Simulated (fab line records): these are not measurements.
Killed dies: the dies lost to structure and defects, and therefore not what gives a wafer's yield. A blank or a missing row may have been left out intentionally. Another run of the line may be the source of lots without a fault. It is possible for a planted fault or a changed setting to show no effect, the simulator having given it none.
Which tool did it? -- flow gf180mcu -- 10 lots with 30 wafers sampled at 4 steps, on a route of 602 steps

## WHAT THE GAUGES SHOWED, per wafer
GF_PSD_RS_MEAS_14: measurement is done with a four-point probe. Usual: NSD_RS typically reads 46.12 ohm/sq, with standard deviation 0.08.
lot,measured,on,NSD_RS (ohm/sq),flag
L360,day 14 11:58,filmMetro-01,46.14 46.03 46.06,
L362,day 15 07:47,filmMetro-01,46.02 46.15 46.07,
L364,day 16 07:49,filmMetro-03,46.11 46.14 46.06,
L366,day 17 06:10,filmMetro-01,46.01 46.04 45.98,
L368,day 17 12:52,filmMetro-02,46.22 46.25 46.17,
L376,day 20 08:56,filmMetro-03,48.90 48.87 48.92 48.93 48.89 48.91,OFF
L375,day 20 11:01,filmMetro-02,48.96 48.95 48.92 48.93 49.00 49.15,OFF
L379,day 21 15:28,filmMetro-03,46.10 46.14 46.19,
L380,day 21 16:23,filmMetro-03,46.17 46.21 46.12,
L382,day 22 17:25,filmMetro-01,46.21 46.06 46.10,

## TOOL THAT RAN EACH LOT (tool first, then ch and the chambers of the sampled wafers, then the start)
lot,GF_HV_LDD_STRIP_49,GF_NSD_IMPLANT_10,GF_NSD_STRIP_11
L360,"plasmaAsher-02 ch 0,1, day 12 15:53","implanter-03 ch 0, day 13 15:29","plasmaAsher-01 ch 0,1, day 13 15:38"
L362,"plasmaAsher-04 ch 0,1, day 13 09:37","implanter-03 ch 0, day 14 09:26","plasmaAsher-04 ch 0,1, day 14 09:34"
L364,"plasmaAsher-02 ch 0,1, day 14 08:11","implanter-02 ch 0, day 15 08:55","plasmaAsher-04 ch 0,1, day 15 09:04"
L366,"plasmaAsher-03 ch 0,1, day 15 05:40","implanter-01 ch 0, day 16 06:46","plasmaAsher-03 ch 0,1, day 16 06:55"
L368,"plasmaAsher-04 ch 0,1, day 15 12:09","implanter-01 ch 0, day 16 12:59","plasmaAsher-01 ch 0,1, day 16 13:08"
L376,"plasmaAsher-02 ch 0,1, day 18 03:23","implanter-03 ch 0, day 19 07:14","plasmaAsher-03 ch 1, day 19 07:23"
L375,"plasmaAsher-04 ch 0,1, day 18 04:45","implanter-03 ch 0, day 19 08:57","plasmaAsher-04 ch 0,1, day 19 09:06"
L379,"plasmaAsher-04 ch 0,1, day 19 07:45","implanter-01 ch 0, day 20 13:55","plasmaAsher-01 ch 0,1, day 20 14:03"
L380,"plasmaAsher-04 ch 0,1, day 19 10:23","implanter-02 ch 0, day 20 14:44","plasmaAsher-01 ch 1, day 20 14:51"
L382,"plasmaAsher-04 ch 0,1, day 20 12:56","implanter-01 ch 0, day 21 16:55","plasmaAsher-03 ch 0,1, day 21 17:04"
- GF_HV_LDD_STRIP_49: strips in O2/N2.
- GF_NSD_IMPLANT_10
- GF_NSD_STRIP_11: strips in O2/N2.

## AS READ BY THE TOOLS THEMSELVES (means over the sampled wafers that have a number; for cases with no such wafer, the mark the record gives instead)
GF_HV_LDD_STRIP_49. Usual: drypumpMotorCurrentA 5.8 A, standard deviation 0.54; heaterPowerW 346 W, standard deviation 33; n2FlowSccm 300.1 sccm, standard deviation 0.96; oesProductAu 0.716 a.u., standard deviation 0.0042; platenTempC 250.00 C, standard deviation 0.18; stripTimeToEndpointS 12.63 s, standard deviation 0.037.
lot,tool,drypumpMotorCurrentA (A),heaterPowerW (W),n2FlowSccm (sccm),oesProductAu (a.u.),platenTempC (C),stripTimeToEndpointS (s),flag
L360,plasmaAsher-02,6.2,327,299.6,0.715,249.84,12.62,
L362,plasmaAsher-04,6.0,384,299.8,0.717,250.11,12.66,
L364,plasmaAsher-02,5.9,339,299.3,0.717,250.10,12.69,
L366,plasmaAsher-03,5.6,304,299.7,0.713,250.11,12.60,
L368,plasmaAsher-04,5.6,370,300.4,0.717,249.93,12.61,
L376,plasmaAsher-02,5.9,334,300.1,0.719,249.89,12.63,
L375,plasmaAsher-04,6.0,388,300.4,0.720,250.11,12.62,
L379,plasmaAsher-04,6.0,390,299.7,0.715,250.05,12.63,
L380,plasmaAsher-04,5.6,367,300.1,0.717,250.03,12.61,
L382,plasmaAsher-04,5.6,379,300.4,0.717,250.04,12.61,

GF_NSD_IMPLANT_10. Usual: doseIonsCm2 5.001e+14, standard deviation 5.2e+11; endStationPressureTorr 7.3e-06 Torr, standard deviation 3.4e-07; faradayCurrentUA 2788, standard deviation 51; tiltDeg 7.002 degrees, standard deviation 0.02.
lot,tool,doseIonsCm2,endStationPressureTorr (Torr),faradayCurrentUA,tiltDeg (degrees),flag
L360,implanter-03,4.996e+14,7.4e-06,2774,6.994,
L362,implanter-03,5.000e+14,7.1e-06,2827,7.031,
L364,implanter-02,4.998e+14,6.9e-06,2806,7.016,
L366,implanter-01,5.005e+14,7.1e-06,2771,6.974,
L368,implanter-01,5.001e+14,7.3e-06,2760,7.013,
L376,implanter-03,2.739e+14,6.1e-06,1519,6.989,OFF
L375,implanter-03,2.735e+14,6.3e-06,1501,7.004,OFF
L379,implanter-01,4.996e+14,7.3e-06,2703,7.002,
L380,implanter-02,5.001e+14,7.3e-06,2811,7.015,
L382,implanter-01,5.002e+14,7.4e-06,2797,7.032,

GF_NSD_STRIP_11. Usual: drypumpMotorCurrentA 5.5 A, standard deviation 0.52; heaterPowerW 325 W, standard deviation 40; n2FlowSccm 300.0 sccm, standard deviation 0.86; oesProductAu 0.487 a.u., standard deviation 0.0044; platenTempC 250.01 C, standard deviation 0.18; stripTimeToEndpointS 22.95 s, standard deviation 0.041.
lot,tool,drypumpMotorCurrentA (A),heaterPowerW (W),n2FlowSccm (sccm),oesProductAu (a.u.),platenTempC (C),stripTimeToEndpointS (s),flag
L360,plasmaAsher-01,5.0,301,299.6,0.484,249.96,22.92,
L362,plasmaAsher-04,5.6,365,300.3,0.489,250.03,22.97,
L364,plasmaAsher-04,6.0,386,301.1,0.486,250.12,22.95,
L366,plasmaAsher-03,5.5,307,300.7,0.490,250.19,23.00,
L368,plasmaAsher-01,5.0,302,299.2,0.488,250.09,22.96,
L376,plasmaAsher-03,5.7,306,298.7,0.490,249.83,22.73,OFF
L375,plasmaAsher-04,6.0,390,299.7,0.493,250.28,22.77,OFF
L379,plasmaAsher-01,5.0,304,300.3,0.487,250.02,22.92,
L380,plasmaAsher-01,5.5,281,299.7,0.485,249.95,22.98,
L382,plasmaAsher-03,5.4,305,300.1,0.485,249.80,23.00,

## THE ANSWER, worked out from the rows above alone
Rule: a lot is off if the mean of its wafers that have a number lies more than 3 standard deviations from the usual mean. A lot without any number at a reading at which 4 lots or more have one is off too. Where the step has rows for the other lots, those lots are counted as sound. The gauges are gone through in route order, then the tools' own readings, and for those a lot's mean is taken as printed above. At the first step where some lot is off, the reading lying furthest off is the one used; lots without a number count as furthest.
Off: L376, L375, at GF_PSD_RS_MEAS_14 (NSD_RS).
If a tool, at a process step before that reading, ran all the lots that are off and no sound lot after the first of them, it fits. Not tried: the gauges at GF_PSD_RS_MEAS_14; whatever is off there is also off at GF_NSD_IMPLANT_10, on other tools, and gauge error can't account for it. One fits: GF_NSD_IMPLANT_10 on implanter-03. A fault onset in the window from L362 (day 14 09:26, its last sound lot) to L376 (day 19 07:14, its first lot off) fits.
The tool's own readings at GF_NSD_IMPLANT_10 bear it out: on the lots that are off they differ by more than 5 times the standard deviation of the sound lots' means. doseIonsCm2 reads 2.737e+14 there against 5.000e+14 on the sound lots; endStationPressureTorr reads 6.2e-06 Torr there against 7.2e-06 Torr on the sound lots; faradayCurrentUA reads 1510 there against 2781 on the sound lots.

## WHAT WAS PUT IN BY THE SIMULATOR
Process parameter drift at GF_NSD_IMPLANT_10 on implanter-03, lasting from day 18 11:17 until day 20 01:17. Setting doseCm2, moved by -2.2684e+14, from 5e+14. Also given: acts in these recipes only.
Shown lots that were struck: L376, L375. The same result came from the rule above.
